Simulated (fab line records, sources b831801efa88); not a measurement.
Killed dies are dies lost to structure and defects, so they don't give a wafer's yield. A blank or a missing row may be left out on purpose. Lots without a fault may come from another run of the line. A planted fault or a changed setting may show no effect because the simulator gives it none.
A struck lot beside a sound one | flow sky130 | 31 steps out of a route of 708
Sound: wafers L921.2, L921.4, L921.5. Struck: wafer L934.3. (L934.5 of the same lot was not struck and is left out.) The cause comes at the end.
At each step with rows: each side's tool, then ch and its chambers, then its first start. Under that, the readings that differ: sound wafers | struck wafers | difference of the means | sigmas: that difference in standard deviations of wafers without a fault.
alike: readings whose means differ by less than 2 such deviations, and words and numbers that are the same on both sides. not compared: withheld readings, readings that some wafer has no value for, bounds like >300 that may hide the same value, and numbers for which the record gives no deviation and whose values overlap.
The two part at a step that has a row with sigmas, a row that says differs or no value, or rows on one side only. Numbers that don't overlap but have no deviation are shown without sigmas and don't part them. A reading that every wafer of one side lacks parts them only if that side has two wafers or more.

first, 5 steps without rows for these wafers: SKY_CONTACT_ETCH_18 (etches Si3N4 in CHF3/O2, stops on TiN, time 39 s, target depth 75 nm); SKY_CONTACT_STRIP_19 (strips in O2/N2); SKY_CONTACT_STRIP_20 (strips in post etch residue remover, time 1200 s); SKY_CONTACT_CLEAN_21 (cleans in IPA, time 180 s); SKY_CONTACT_CLEAN_22 (cleans in O3/DIW).
SKY_CONTACT_SPUTTER_23: material TiN, target thk 20 nm, time 80 s.
  sound on pvd_sputter-02, day 33 09:01; struck on pvd_sputter-03, day 37 05:23
  alike: throttle_valve_pct
then, 1 step without rows for these wafers: SKY_CONTACT_CVD_24 (deposits W, target thk 340 nm, time 102.12 s).
SKY_CONTACT_RS_MEAS_25: measures by four-point-probe.
  sound on film_metro-01, day 33 09:12; struck on film_metro-03, day 37 05:37
  alike: CONTACT_W_RS
SKY_CONTACT_THK_MEAS_26: measures by xrf.
  sound on film_metro-01, day 33 09:19; struck on film_metro-03, day 37 05:43
  alike: CONTACT_W_THK
then, 3 steps without rows for these wafers: SKY_CONTACT_CMP_27 (polishes, stops on SiO2, t overpolish 15 s, target thk 0 nm); SKY_METAL1_SPUTTER_00 (material Ti, target thk 15 nm, time 10 s); SKY_METAL1_SPUTTER_01 (material TiN, target thk 20 nm, time 16.7 s).
SKY_METAL1_SPUTTER_02: material AlCu, target thk 250 nm, time 13.3 s.
  sound on pvd_sputter-04, day 33 09:43; struck on pvd_sputter-03, day 37 06:05
  reading                                     | sound             | struck | difference | sigmas
  model.AlCu_of_METAL1_SPUTTER_02.thk_nm (nm) | 245.2 251.1 249.5 | 236.5  | -12.1      |
  alike: throttle_valve_pct
then, 1 step without rows for these wafers: SKY_METAL1_SPUTTER_03 (material Ti, target thk 5 nm, time 3.3 s).
SKY_METAL1_SPUTTER_04: material TiN, target thk 70 nm, time 58.3 s.
  sound on pvd_sputter-04, day 33 09:45; struck on pvd_sputter-03, day 37 06:08
  alike: throttle_valve_pct
SKY_METAL1_RS_MEAS_05: measures by four-point-probe.
  sound on film_metro-04, day 33 09:49; struck on film_metro-03, day 37 06:33
  reading                 | sound                | struck | difference | sigmas
  METAL1_ALCU_RS (ohm/sq) | 0.1293 0.1263 0.1272 | 0.1342 | +0.0066    | +4
  not compared: hold
SKY_METAL1_THK_MEAS_06: measures by xrf.
  sound on film_metro-04, day 33 09:56; struck on film_metro-03, day 37 08:46
  reading              | sound       | struck | difference | sigmas
  METAL1_ALCU_THK (nm) | 243 251 249 | 237    | -11        | -3
  not compared: hold
then, 7 steps without rows for these wafers: SKY_METAL1_HMDS_08 (prime time 60 s); SKY_METAL1_COAT_09 (resist thk 60 nm); SKY_METAL1_COAT_10 (resist thk 450 nm); SKY_METAL1_SOFTBAKE_11 (time 90 s); SKY_METAL1_EXPOSE_12 (exposes mask MM1, target cd 140 nm); SKY_METAL1_PEB_13; SKY_METAL1_DEVELOP_14 (develop time 60 s).
SKY_METAL1_CD_MEAS_15: target cd 140 nm.
  sound on cd_sem-02, day 34 12:33; struck on cd_sem-02, day 38 08:11
  alike: cd_nm
SKY_METAL1_OVL_MEAS_16:
  sound on overlay-01, day 34 12:39; struck on overlay-01, day 38 08:17
  alike: METAL1_OVL
SKY_METAL1_DESCUM_17: chemistry O2, time 8 s.
  sound on rie_metal-02 ch 0,1, day 34 12:41; struck on rie_metal-02 ch 0, day 38 08:19
  alike: drypump_motor_current_A, oes_product_au, temp_c
  not compared: rf_hours_counter_h
SKY_METAL1_ETCH_18: etches BARC in N2/H2, stops on SiO2, time 45.9 s, target depth 60 nm.
  sound on rie_metal-02 ch 0,1, day 34 12:43; struck on rie_metal-02 ch 0, day 38 08:22
  alike: drypump_motor_current_A, oes_product_au, throttle_valve_pct
  not compared: rf_hours_counter_h
SKY_METAL1_METAL_ETCH_19: etches the open film in Cl2/BCl3, stops on SiO2, target depth 360 nm, time 78 s.
  sound on rie_metal-02 ch 0,1, day 34 12:47; struck on rie_metal-02 ch 0, day 38 08:26
  reading                            | sound             | struck | difference | sigmas
  model.METAL1.feature_depth_nm (nm) | 353.7 360.4 359.3 | 365.6  | +7.8       |
  model.etch.depth_nm (nm)           | 353.7 360.4 359.3 | 365.6  | +7.8       |
  alike: drypump_motor_current_A, oes_product_au, throttle_valve_pct
  not compared: rf_hours_counter_h
SKY_METAL1_STRIP_20: strips in O2/N2.
  sound on plasma_asher-03 ch 0,1, day 34 12:52; struck on plasma_asher-01 ch 1, day 38 08:32
  alike: drypump_motor_current_A, oes_product_au, strip_time_to_endpoint_s
  not compared: rf_hours_counter_h
-- the record jumps here: 12 days lie between the struck wafers' starts before and after (it left off in module METAL1 and takes up again in module PAD_OPEN, whose first step shown is number 708 of the route) --
SKY_PAD_OPEN_PROBE_99:
  sound on prober-02, day 47 05:10; struck on prober-02, day 50 00:32
  reading                      | sound                | struck | difference | sigmas
  model.etest.met1.line_ohm_um | 0.9124 0.8785 0.9016 | 0.9289 | +0.0314    |
  model.etest.met1.rs_ohm_sq   | 0.1298 0.1267 0.1299 | 0.1358 | +0.0070    |
  alike: defect_limited_yield, killed_at_M0_to_M3, killed_at_M4_up, killed_at_contacts, killed_at_front_end, killed_at_other, killed_dies, killed_open, killed_short, sort_bin_3_pad_short, sort_bin_5_function, sort_bin_6_memory, sort_n_pass, sort_yield_pct

WHERE THEY PART
First at SKY_METAL1_RS_MEAS_05; last, within this record, at SKY_METAL1_THK_MEAS_06. Later steps at which nothing parts them and some readings are alike: SKY_METAL1_CD_MEAS_15, SKY_METAL1_OVL_MEAS_16, SKY_METAL1_DESCUM_17, SKY_METAL1_ETCH_18, SKY_METAL1_METAL_ETCH_19, SKY_METAL1_STRIP_20, SKY_PAD_OPEN_PROBE_99.

WHY: what the simulator had put in
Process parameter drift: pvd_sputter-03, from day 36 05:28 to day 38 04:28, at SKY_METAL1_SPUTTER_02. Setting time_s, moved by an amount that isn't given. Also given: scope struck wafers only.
